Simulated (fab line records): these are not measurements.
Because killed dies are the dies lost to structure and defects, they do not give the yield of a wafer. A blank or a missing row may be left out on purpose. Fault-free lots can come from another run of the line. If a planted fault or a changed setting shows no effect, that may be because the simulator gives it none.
Which tool did it? | flow gf180mcu | 6 lots with 18 wafers sampled at 2 steps, on a route of 602 steps

== WHAT EACH GAUGE READ, for each wafer ==
GF_VT_IMPLANT_TW_MEAS_10.
lot  | measured     | on            | VT_IMPLANT_TW
L114 | day 5 23:19  | film_metro-02 | 570 567 570
L116 | day 6 11:20  | film_metro-01 | 565 566 562
L119 | day 7 10:14  | film_metro-01 | 565 567 564
L124 | day 8 13:23  | film_metro-02 | 569 569 568
L128 | day 9 13:44  | film_metro-02 | 573 569 570
L135 | day 11 08:59 | film_metro-01 | 564 562 567

== TOOL THAT RAN EACH LOT (tool first, then ch and the chambers of the sampled wafers, then the start) ==
lot  | GF_VT_IMPLANT_IMPLANT_08
L114 | implanter-01 ch 0, day 5 23:05
L116 | implanter-01 ch 0, day 6 11:05
L119 | implanter-01 ch 0, day 7 10:01
L124 | implanter-03 ch 0, day 8 13:10
L128 | implanter-03 ch 0, day 9 13:31
L135 | implanter-04 ch 0, day 11 08:46
- GF_VT_IMPLANT_IMPLANT_08

== THE ANSWER, worked out from the rows above alone ==
Rule: the lots themselves supply what counts as usual. Put in order of their means at a reading, lots are off if they are a third of the lots or fewer, leave a main group of 4 or more, and stand apart from it by a gap of 3 or more times the standard deviation of the main group's means; of several such gaps the widest counts. A main group is skipped when, at the precision printed for the reading in the tables above, its means are all equal. Also off: a lot with no number at a reading for which 4 or more lots have one. Any other lot the step has rows for is counted as sound.
No lot is off on any of the readings shown, so nothing can be concluded from this.

== WHAT HAD BEEN PUT IN BY THE SIMULATOR ==
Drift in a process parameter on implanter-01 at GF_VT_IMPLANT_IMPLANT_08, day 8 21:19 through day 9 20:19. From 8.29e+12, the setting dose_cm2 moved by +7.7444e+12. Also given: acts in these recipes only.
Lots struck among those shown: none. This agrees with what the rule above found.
